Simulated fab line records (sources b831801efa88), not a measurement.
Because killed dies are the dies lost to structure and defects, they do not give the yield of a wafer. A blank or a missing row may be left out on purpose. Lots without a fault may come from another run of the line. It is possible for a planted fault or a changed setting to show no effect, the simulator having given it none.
fab line records | flow sky130
[record] lots = 14 | wafers = 42 | last_day = 50
route steps=708 shown LDD_P@265 POLY_CUT@316 SD_P@324 SD_N@354 PAD_OPEN@708
lots that met no fault: from a run of the same line without faults
start_h: hours from the record's opening day to when the first of the lot's shown wafers began | wait_h: hours since the lot's step before | " the same as in the row above | L1.1+2: a single row standing in for several wafers | - either no value or no given start | * or withheld: withheld | < > ~ a bound
route shown NAME@n: a module of which the file shows steps, and the number in the route of the first | usual: average and standard deviation across the fault-free wafers | same: alike in all rows | chamber/n: place in a boat | sites: readings site by site | _std_site: standard deviation across them | _edge_site: outer sites' mean less inner sites' | radius_mm: how far each site lies from the wafer's centre | mask NAME#n: copy n | behind: the most recent tool/chamber to have shaped the wafer | hold: reason for holding the lot/hours on hold/outcome of the hold | device: whichever transistor did not switch (one of n, p or np) | end of line: the tests these same wafers got at the end of their route | step lacking rows: just its recipe | killed: the dies lost at the first sort to structure and to defects; this is not the yield of the wafer | map: per-die view of a wafer (x killed, . not killed, _ where there is no die)
set.NAME: setting as actually run; set.NAME@STEP: the setting as run at that earlier step | model.NAME: the simulator's own value behind a step, which no gauge read
steps of the route over a sample of lots; a table a step, a row a wafer
services: the hour from which a tool's chamber was out of use, counted from the record's first day as start_h (under 0 if before that day), plus the number of hours and why
[[steps]]
[step SKY_LDD_P_STRIP_10]
[recipe] chemistry = O2/N2 | power_w = 1400 | pressure_mtorr = 1500 | platen_temp_c = withheld | o2_flow_sccm = 3000 | n2_flow_sccm = 300 | overash_fraction = 0.5
[usual] drypump_motor_current_A = 5.7/0.44 | oes_product_au = 0.715/0.0042 | strip_time_to_endpoint_s = 14.17/0.043
lot.wafer | tool            | chamber | start_h | wait_h | drypump_motor_current_A | oes_product_au | rf_hours_counter_h | strip_time_to_endpoint_s
L393.2    | plasma_asher-03 | 1       | 433.75  | 0.1    | 5.8                     | 0.710          | 61                 | 14.25
L393.3    | "               | 1       | "       | "      | 5.8                     | 0.724          | -                  | 14.29
L393.4    | "               | 0       | "       | "      | 5.4                     | 0.720          | -                  | 14.22
L396.1    | plasma_asher-01 | 0       | 447.75  | 0.1    | 4.8                     | 0.711          | 76                 | 14.17
L396.4    | "               | 1       | "       | "      | 6.2                     | 0.713          | -                  | 14.15
L396.6    | "               | 0       | "       | "      | 4.8                     | 0.712          | -                  | 14.12
L397.2    | plasma_asher-04 | 0       | 462.66  | 0.1    | 5.9                     | 0.718          | 3                  | 14.10
L397.3    | "               | 0       | "       | "      | 5.9                     | 0.712          | -                  | 14.16
L397.6    | "               | 1       | "       | "      | 6.0                     | 0.723          | -                  | 14.14
L401.2    | plasma_asher-04 | 0       | 498.63  | 0.1    | 5.9                     | 0.707          | 7                  | 14.23
L401.4    | "               | 1       | "       | "      | 6.0                     | 0.715          | -                  | 14.23
L401.6    | "               | 0       | "       | "      | 5.9                     | 0.719          | -                  | 14.21
L402.3    | plasma_asher-04 | 1       | 510.89  | 0.1    | 6.0                     | 0.713          | -                  | 14.23
L402.4    | "               | 0       | "       | "      | 5.9                     | 0.723          | -                  | 14.21
L402.5    | "               | 0       | "       | "      | 5.8                     | 0.717          | -                  | 14.14
L404.3    | plasma_asher-01 | 0       | 547.56  | 0.1    | 4.8                     | 0.725          | -                  | 14.11
L404.5    | "               | 1       | "       | "      | 6.2                     | 0.715          | -                  | 14.13
L404.6    | "               | 0       | "       | "      | 4.8                     | 0.714          | -                  | 14.10
L405.1    | plasma_asher-04 | 1       | 551.05  | 0.1    | 6.0                     | 0.706          | 12                 | 14.17
L405.2    | "               | 0       | "       | "      | 5.8                     | 0.715          | 12                 | 14.22
L405.4    | "               | 0       | "       | "      | 5.8                     | 0.720          | -                  | 14.21
L406.1    | plasma_asher-04 | 1       | 551.48  | 0.1    | 6.0                     | 0.715          | 12                 | 14.18
L406.3    | "               | 0       | "       | "      | 5.9                     | 0.720          | -                  | 14.11
L406.4    | "               | 1       | "       | "      | 6.0                     | 0.704          | -                  | 14.22
L408.2    | plasma_asher-01 | 0       | 569.08  | 0.1    | 4.8                     | 0.717          | 88                 | 14.19
L408.4    | "               | 1       | "       | "      | 6.2                     | 0.717          | -                  | 14.15
L408.5    | "               | 1       | "       | "      | 6.2                     | 0.715          | -                  | 14.15
L409.1    | plasma_asher-04 | 1       | 582.28  | 0.1    | 6.0                     | 0.714          | 16                 | 14.20
L409.2    | "               | 0       | "       | "      | 5.9                     | 0.722          | 16                 | 14.20
L409.6    | "               | 1       | "       | "      | 6.0                     | 0.713          | -                  | 14.14
L410.2    | plasma_asher-01 | 0       | 582.93  | 0.1    | 4.8                     | 0.716          | 90                 | 14.13
L410.3    | "               | 1       | "       | "      | 6.2                     | 0.719          | -                  | 14.14
L410.6    | "               | 0       | "       | "      | 4.8                     | 0.709          | -                  | 14.19
L411.1    | plasma_asher-03 | 0       | 587.61  | 0.1    | 5.4                     | 0.712          | 75                 | 14.12
L411.3    | "               | 0       | "       | "      | 5.4                     | 0.719          | -                  | 14.21
L411.5    | "               | 1       | "       | "      | 5.8                     | 0.715          | -                  | 14.15
L413.1    | plasma_asher-04 | 1       | 614.75  | 0.1    | 6.0                     | 0.712          | 19                 | 14.20
L413.5    | "               | 1       | "       | "      | 6.0                     | 0.719          | -                  | 14.16
L413.6    | "               | 0       | "       | "      | 5.9                     | 0.717          | -                  | 14.19
L415.3    | plasma_asher-01 | 1       | 625.91  | 0.1    | 6.2                     | 0.719          | -                  | 14.19
L415.4    | "               | 0       | "       | "      | 4.8                     | 0.717          | -                  | 14.19
L415.6    | "               | 1       | "       | "      | 6.2                     | 0.721          | -                  | 14.19
[step SKY_POLY_CUT_OVL_MEAS_09]
[usual] POLY_CUT_OVL = 1/5.1
lot.wafer | tool       | chamber | start_h | wait_h | POLY_CUT_OVL[nm]
L393.2    | overlay-02 | -       | 561.60  | 0.1    | 7
L393.3    | "          | -       | "       | "      | 3
L393.4    | "          | -       | "       | "      | 6
L396.1    | overlay-02 | -       | 574.64  | 0.1    | 2
L396.4    | "          | -       | "       | "      | 5
L396.6    | "          | -       | "       | "      | -5
L397.2    | overlay-01 | -       | 588.02  | 0.1    | 9
L397.3    | "          | -       | "       | "      | 3
L397.6    | "          | -       | "       | "      | 0
L401.2    | overlay-01 | -       | 625.39  | 0.1    | -6
L401.4    | "          | -       | "       | "      | -1
L401.6    | "          | -       | "       | "      | 1
L402.3    | overlay-02 | -       | 633.70  | 0.1    | 9
L402.4    | "          | -       | "       | "      | 17
L402.5    | "          | -       | "       | "      | 7
L404.3    | overlay-02 | -       | 666.22  | 0.1    | 1
L404.5    | "          | -       | "       | "      | 7
L404.6    | "          | -       | "       | "      | 3
L405.1    | overlay-02 | -       | 670.17  | 0.1    | 4
L405.2    | "          | -       | "       | "      | 2
L405.4    | "          | -       | "       | "      | 2
L406.1    | overlay-01 | -       | 670.64  | 0.1    | -5
L406.3    | "          | -       | "       | "      | -8
L406.4    | "          | -       | "       | "      | -2
L408.2    | overlay-02 | -       | 682.84  | 0.1    | 3
L408.4    | "          | -       | "       | "      | -6
L408.5    | "          | -       | "       | "      | 0
L409.1    | overlay-02 | -       | 695.41  | 0.1    | -2
L409.2    | "          | -       | "       | "      | 4
L409.6    | "          | -       | "       | "      | -1
L410.2    | overlay-01 | -       | 696.99  | 0.1    | 9
L410.3    | "          | -       | "       | "      | 2
L410.6    | "          | -       | "       | "      | 1
L411.1    | overlay-01 | -       | 700.71  | 0.1    | 4
L411.3    | "          | -       | "       | "      | 4
L411.5    | "          | -       | "       | "      | 3
L413.1    | overlay-01 | -       | 724.27  | 0.1    | -2
L413.5    | "          | -       | "       | "      | -2
L413.6    | "          | -       | "       | "      | -5
L415.3    | overlay-02 | -       | 735.67  | 0.1    | 7
L415.4    | "          | -       | "       | "      | -5
L415.6    | "          | -       | "       | "      | 0
[step SKY_SD_P_EXPOSE_04]
[recipe] mask_id = PSDM | na = 0.6 | source_shape = conventional | sigma_outer = 0.6 | polarization = unpolarized | target_cd_nm = 380 | dose_mj = 138
lot.wafer  | tool             | chamber | start_h | wait_h | mask
L393.2+3+4 | iline_stepper-02 | 0       | 577.14  | -      | PSDM#0
L396.1+4+6 | iline_stepper-01 | 0       | 590.32  | -      | PSDM#0
L397.2+3+6 | iline_stepper-02 | 0       | 602.59  | -      | PSDM#0
L401.2+4+6 | iline_stepper-02 | 0       | 639.34  | -      | PSDM#0
L402.3+4+5 | iline_stepper-01 | 0       | 648.06  | -      | PSDM#0
L404.3+5+6 | iline_stepper-02 | 0       | 680.06  | -      | PSDM#0
L405.1+2+4 | iline_stepper-01 | 0       | 684.13  | -      | PSDM#0
L406.1+3+4 | iline_stepper-01 | 0       | 684.77  | -      | PSDM#0
L408.2+4+5 | iline_stepper-01 | 0       | 695.91  | -      | PSDM#0
L409.1+2+6 | iline_stepper-02 | 0       | 708.04  | -      | PSDM#0
L410.2+3+6 | iline_stepper-02 | 0       | 710.49  | -      | PSDM#0
L411.1+3+5 | iline_stepper-02 | 0       | 714.09  | -      | PSDM#0
L413.1+5+6 | iline_stepper-01 | 0       | 737.78  | -      | PSDM#0
L415.3+4+6 | iline_stepper-01 | 0       | 748.81  | -      | PSDM#0
[step SKY_SD_P_OVL_MEAS_08]
[usual] SD_P_OVL = 0.4/1.6
lot.wafer | tool       | chamber | start_h | wait_h | hold                     | SD_P_OVL[nm]
L393.2    | overlay-01 | -       | 591.87  | 0.1    | -                        | -0.9
L393.3    | "          | -       | "       | "      | -                        | -0.8
L393.4    | "          | -       | "       | "      | -                        | -0.8
L396.1    | overlay-02 | -       | 604.52  | 0.1    | -                        | 2.5
L396.4    | "          | -       | "       | "      | -                        | 2.0
L396.6    | "          | -       | "       | "      | -                        | 1.6
L397.2    | overlay-01 | -       | 616.77  | 0.1    | -                        | -0.4
L397.3    | "          | -       | "       | "      | -                        | -1.2
L397.6    | "          | -       | "       | "      | -                        | 0.8
L401.2    | overlay-01 | -       | 652.98  | 0.1    | -                        | -1.0
L401.4    | "          | -       | "       | "      | -                        | -2.6
L401.6    | "          | -       | "       | "      | -                        | -0.8
L402.3    | overlay-02 | -       | 661.53  | 0.1    | -                        | 3.5
L402.4    | "          | -       | "       | "      | -                        | 1.9
L402.5    | "          | -       | "       | "      | -                        | 1.6
L404.3    | overlay-02 | -       | 693.37  | 0.1    | -                        | -0.3
L404.5    | "          | -       | "       | "      | -                        | 0.0
L404.6    | "          | -       | "       | "      | -                        | -0.5
L405.1    | overlay-02 | -       | 697.21  | 0.1    | -                        | 1.8
L405.2    | "          | -       | "       | "      | -                        | 0.7
L405.4    | "          | -       | "       | "      | -                        | -0.2
L406.1    | overlay-01 | -       | 698.11  | 0.1    | -                        | -1.4
L406.3    | "          | -       | "       | "      | -                        | 0.3
L406.4    | "          | -       | "       | "      | -                        | 0.9
L408.2    | overlay-01 | -       | 709.04  | 0.1    | -                        | 1.0
L408.4    | "          | -       | "       | "      | -                        | 1.2
L408.5    | "          | -       | "       | "      | -                        | 2.1
L409.1    | overlay-01 | -       | 721.04  | 0.1    | await_dispo/0.2h/release | 56.6
L409.2    | "          | -       | "       | "      | await_dispo/0.2h/release | 56.1
L409.6    | "          | -       | "       | "      | await_dispo/0.2h/release | 57.2
L409.1    | overlay-01 | -       | 721.24  | 0.2    | -                        | 57.5
L409.2    | "          | -       | "       | "      | -                        | 56.8
L409.6    | "          | -       | "       | "      | -                        | 57.4
L410.2    | overlay-01 | -       | 723.92  | 0.1    | await_dispo/0.2h/release | 56.7
L410.3    | "          | -       | "       | "      | await_dispo/0.2h/release | 56.5
L410.6    | "          | -       | "       | "      | await_dispo/0.2h/release | 55.2
L410.2    | overlay-01 | -       | 724.12  | 0.2    | -                        | 57.3
L410.3    | "          | -       | "       | "      | -                        | 57.3
L410.6    | "          | -       | "       | "      | -                        | 56.1
L411.1    | overlay-01 | -       | 726.57  | 0.1    | await_dispo/0.2h/release | 55.3
L411.3    | "          | -       | "       | "      | await_dispo/0.2h/release | 57.3
L411.5    | "          | -       | "       | "      | await_dispo/0.2h/release | 57.1
L411.1    | overlay-01 | -       | 726.77  | 0.2    | -                        | 55.8
L411.3    | "          | -       | "       | "      | -                        | 57.3
L411.5    | "          | -       | "       | "      | -                        | 57.7
L413.1    | overlay-01 | -       | 751.52  | 0.1    | -                        | 1.1
L413.5    | "          | -       | "       | "      | -                        | 0.1
L413.6    | "          | -       | "       | "      | -                        | -1.6
L415.3    | overlay-01 | -       | 762.42  | 0.1    | -                        | -1.1
L415.4    | "          | -       | "       | "      | -                        | -1.2
L415.6    | "          | -       | "       | "      | -                        | 0.5
[step SKY_SD_N_TW_MEAS_12]
[usual] SD_N_TW = 4032/40
lot.wafer | tool          | chamber | start_h | wait_h | SD_N_TW
L393.2    | film_metro-03 | -       | 649.42  | 0.1    | 4045
L393.3    | "             | -       | "       | "      | 4047
L393.4    | "             | -       | "       | "      | 4048
L396.1    | film_metro-03 | -       | 660.87  | 0.1    | 4070
L396.4    | "             | -       | "       | "      | 4059
L396.6    | "             | -       | "       | "      | 4049
L397.2    | film_metro-03 | -       | 671.97  | 0.1    | 4050
L397.3    | "             | -       | "       | "      | 4039
L397.6    | "             | -       | "       | "      | 4059
L401.2    | film_metro-04 | -       | 707.48  | 0.1    | 4015
L401.4    | "             | -       | "       | "      | 4017
L401.6    | "             | -       | "       | "      | 4031
L402.3    | film_metro-03 | -       | 714.68  | 0.1    | 4097
L402.4    | "             | -       | "       | "      | 4065
L402.5    | "             | -       | "       | "      | 4053
L404.3    | film_metro-04 | -       | 746.49  | 0.1    | 3962
L404.5    | "             | -       | "       | "      | 3976
L404.6    | "             | -       | "       | "      | 3954
L405.1    | film_metro-04 | -       | 751.17  | 0.1    | 3970
L405.2    | "             | -       | "       | "      | 3977
L405.4    | "             | -       | "       | "      | 3966
L406.1    | film_metro-02 | -       | 751.76  | 0.1    | 3988
L406.3    | "             | -       | "       | "      | 3978
L406.4    | "             | -       | "       | "      | 3969
L408.2    | film_metro-04 | -       | 762.84  | 0.1    | 3983
L408.4    | "             | -       | "       | "      | 3990
L408.5    | "             | -       | "       | "      | 3955
L413.1    | film_metro-03 | -       | 805.71  | 0.1    | 4069
L413.5    | "             | -       | "       | "      | 4075
L413.6    | "             | -       | "       | "      | 4047
L415.3    | film_metro-03 | -       | 817.18  | 0.1    | 4072
L415.4    | "             | -       | "       | "      | 4059
L415.6    | "             | -       | "       | "      | 4067
[step SKY_PAD_OPEN_PROBE_99]
[usual] defect_limited_yield = 82.3/2 | killed_at_M0_to_M3 = 43/7 | killed_at_M4_up = 3.5/1.9 | killed_at_contacts = 24/5.3 | killed_at_front_end = 15/4.4 | killed_at_other = 0.3/0.69 | killed_dies = 87/9.7 | killed_open = 48/7 | killed_short = 39/6.4 | sort_bin_3_pad_short = 0.9/0.46 | sort_bin_5_function = 10.5/1.4 | sort_bin_6_memory = 6.3/1.2 | sort_n_pass = 405/9.7 | sort_yield_pct = 82.3/2
[same] gross_dies = 492 | killed_at_back_side = 0 | sort_bin_4_leakage[%] = 0 | sort_bin_8_speed[%] = 0
lot.wafer | tool      | chamber | start_h | wait_h | defect_limited_yield[%] | killed_at_M0_to_M3 | killed_at_M4_up | killed_at_contacts | killed_at_front_end | killed_at_other | killed_dies | killed_open | killed_short | sort_bin_3_pad_short[%] | sort_bin_5_function[%] | sort_bin_6_memory[%] | sort_n_pass | sort_yield_pct[%]
L406.1    | prober-01 | -       | 1154.37 | 0.1    | 84.3                    | 45                 | 3               | 13                 | 15                  | 1               | 77          | 41          | 36           | 0.8                     | 10.0                   | 4.9                  | 415         | 84.3
L406.3    | prober-01 | -       | 1154.47 | 0.2    | 82.5                    | 51                 | 6               | 21                 | 8                   | 0               | 86          | 47          | 38           | 0.6                     | 10.8                   | 6.1                  | 406         | 82.5
L406.4    | prober-01 | -       | 1154.52 | 0.2    | 80.5                    | 57                 | 1               | 25                 | 13                  | 0               | 96          | 48          | 47           | 1.2                     | 10.8                   | 7.5                  | 396         | 80.5
// killed by level:class
L406.1 METAL2:geometric_particle:short=8 VIA2:geometric_particle:open=8 VIA1:geometric_particle:open=7 METAL1:geometric_particle:short=7 CONTACT:geometric_particle:open=5 VIA3:geometric_particle:open=5 FIELD_ISO:geometric_particle:open=4 FIELD_ISO:geometric_particle:short=4
L406.3 VIA1:geometric_particle:open=17 CONTACT:geometric_particle:open=9 METAL1:geometric_particle:short=6 CONTACT:geometric_particle:short=5 VIA3:geometric_particle:open=5 VIA1:geometric_particle:short=4 VIA3:geometric_particle:short=4 FIELD_ISO:geometric_particle:short=3
L406.4 VIA1:geometric_particle:open=15 METAL1:geometric_particle:short=9 CONTACT:geometric_particle:open=8 METAL2:geometric_particle:short=6 VIA2:geometric_particle:open=6 VIA3:geometric_particle:open=6 LI_CONTACT:geometric_particle:open=5 LOCAL_INTERCONNECT:geometric_particle:short=5
[[services]]
tool             | chamber | start_h | hours | kind
plasma_asher-04  | -       | 421.25  | 9.0   | pm
plasma_asher-04  | 0       | 421.25  | 9.0   | vent_cycle
plasma_asher-04  | 1       | 421.25  | 9.0   | vent_cycle
plasma_asher-04  | 0       | 430.25  | -     | clean
plasma_asher-04  | 1       | 430.25  | -     | clean
plasma_asher-01  | -       | 463.48  | 1.9   | repair
plasma_asher-03  | -       | 469.04  | 2.8   | pm
iline_stepper-02 | -       | 480.88  | 2.1   | pm
plasma_asher-01  | -       | 515.63  | 0.7   | repair
iline_stepper-02 | -       | 517.93  | 1.7   | pm
plasma_asher-01  | -       | 536.44  | 0.5   | repair
iline_stepper-01 | -       | 565.96  | 7.4   | repair
iline_stepper-01 | -       | 576.99  | 1.7   | pm
iline_stepper-02 | -       | 595.27  | 0.7   | repair
plasma_asher-01  | -       | 598.70  | 3.7   | repair
iline_stepper-02 | -       | 636.82  | 2.3   | repair
plasma_asher-01  | -       | 638.17  | 2.9   | repair
iline_stepper-02 | -       | 683.95  | 17.0  | repair
plasma_asher-03  | -       | 685.57  | 7.5   | repair
iline_stepper-01 | -       | 699.71  | 6.0   | repair
plasma_asher-03  | -       | 733.12  | 14.6  | pm
plasma_asher-01  | -       | 733.75  | 9.0   | pm
iline_stepper-02 | -       | 736.11  | 1.7   | pm
iline_stepper-02 | -       | 742.08  | 6.0   | repair
[[key]]
[first_sign] step = SKY_SD_P_OVL_MEAS_08 | reading = visit | direction = added
[effect] step = SKY_SD_P_OVL_MEAS_08 | reading = SD_P_OVL | direction = up | sigmas = 35 | usual = 0.4 | struck = 56.4
met_at SKY_SD_P_EXPOSE_04
struck_lots L409,L410,L411
scrapped_behind SKY_SD_P_OVL_MEAS_08 L409.1,L409.2,L409.6,L410.2,L410.3,L410.6,L411.1,L411.3,L411.5
not_acting_at SKY_LDD_P_STRIP_10,SKY_POLY_CUT_OVL_MEAS_09,SKY_SD_N_TW_MEAS_12
onset_between 680.06 708.04
[fault] kind = scanner_matching_overlay | tool = iline_stepper-02 | chamber = - | onset_h = 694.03 | steps = SKY_SD_P_EXPOSE_04 | offset = 57.118
